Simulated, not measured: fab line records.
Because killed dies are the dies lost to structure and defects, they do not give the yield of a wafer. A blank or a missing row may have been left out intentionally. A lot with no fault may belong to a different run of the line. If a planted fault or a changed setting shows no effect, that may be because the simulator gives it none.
Problem report, 8D (eight disciplines) form, completed by code	flow gf180mcu	the parts of the form that need people (team, actions taken, sign-off) are left out

## 1. WHAT IS WRONG
Wafers free of any fault read 1354 (standard deviation 16) for DNWELL_TW at GF_DNWELL_TW_MEAS_09, against a mean of 1438 on 2 wafers of 2 lots. Measured from the usual mean, that is +5.3 standard deviations.
First seen on wafer L170.2, day 5 00:10, on film_metro-01. At this step, 34 wafers from 12 lots have a number in the record. Rule for "out", or "out of limits": more than 4 standard deviations from the usual mean. All remaining wafers that have a number are taken as sound.

## 2. WHAT IT IS, WHAT IT ISN'T
question	is	is not
which readings at this step	DNWELL_TW	-
which lots	L170, L171	L160, L161, L162, L163, L174, L175, L176, L178, L179, L183
which wafers of those lots	L170.2, L171.2	L170.4, L171.4
read on which gauges	film_metro-01	film_metro-02, film_metro-04
when	from day 5 00:10	up to then (13 sound wafers); but 19 sound wafers of L171, L174, L175, L176, L178, L179, L183 came after

## 3. THE SUSPECTS, EACH WITH WHAT RULES IT OUT
Counting: any tool at a process step up to the reading remains a suspect provided it ran every lot that is out. Sound lots after the first of them don't rule it out here, since some wafers of a struck lot are sound.
- the gauge at GF_DNWELL_TW_MEAS_09 is ruled out. All the wafers that are out were read on film_metro-01, but those of them that GF_DNWELL_IMPLANT_07 has rows for are out there too, on other tools.
- implanter-02 at GF_DNWELL_IMPLANT_07: kept. It processed each lot that is out (first: L170, day 4 23:55); up to then, its last sound lot is L163 (day 3 10:13). Out on those wafers are its own readings of beam_on_s, faraday_current_uA.
After counting, what remains is implanter-02 at GF_DNWELL_IMPLANT_07.

## 4. THE CAUSE (what the simulator had put in)
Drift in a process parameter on implanter-02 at GF_DNWELL_IMPLANT_07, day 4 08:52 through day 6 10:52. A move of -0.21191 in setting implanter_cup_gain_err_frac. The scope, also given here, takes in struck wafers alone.
The count eliminated every tool but this one.

## 5. SEQUENCE OF EFFECTS, ordered by route
Each row: a reading whose mean over the struck wafers that have a number lies more than 3 standard deviations from the usual. Scope: only readings with a usual standard deviation given in the record; hours: median across lots of the time from each lot's start at the first step in this table that gives one to its start at this step; sigmas: change in usual standard deviations.
hours	step	reading	usual	on struck wafers	change	sigmas
0	GF_DNWELL_IMPLANT_07	beam_on_s	9.98 s	12.71	+2.73	+14
0	GF_DNWELL_IMPLANT_07	faraday_current_uA	56.5	44.5	-12.0	-11
0	GF_DNWELL_TW_MEAS_09	DNWELL_TW	1354	1438	+84	+5.3
The process steps in it:
- GF_DNWELL_IMPLANT_07
Later steps that measure or inspect, where all struck wafers having a row at the step show a number for every such reading and not one has moved that far: GF_MVPSD_TW_MEAS_11, GF_NSD_TW_MEAS_12.

## 6. WHAT WOULD HAVE CAUGHT IT SOONER
15 hours passed between the start of the fault at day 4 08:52 and the first reading out of limits at a measuring or inspecting step in this record, taken at day 5 00:10.
At GF_DNWELL_IMPLANT_07, the tool's own readings (beam_on_s, faraday_current_uA) were out on each struck wafer the step has a row for, so an alarm limit on them would have fired on the first such wafer.
Lots out: 2; of these, L171 started GF_DNWELL_IMPLANT_07 on implanter-02 after day 5 00:10. Had the tool been put on hold then, it would have been spared.
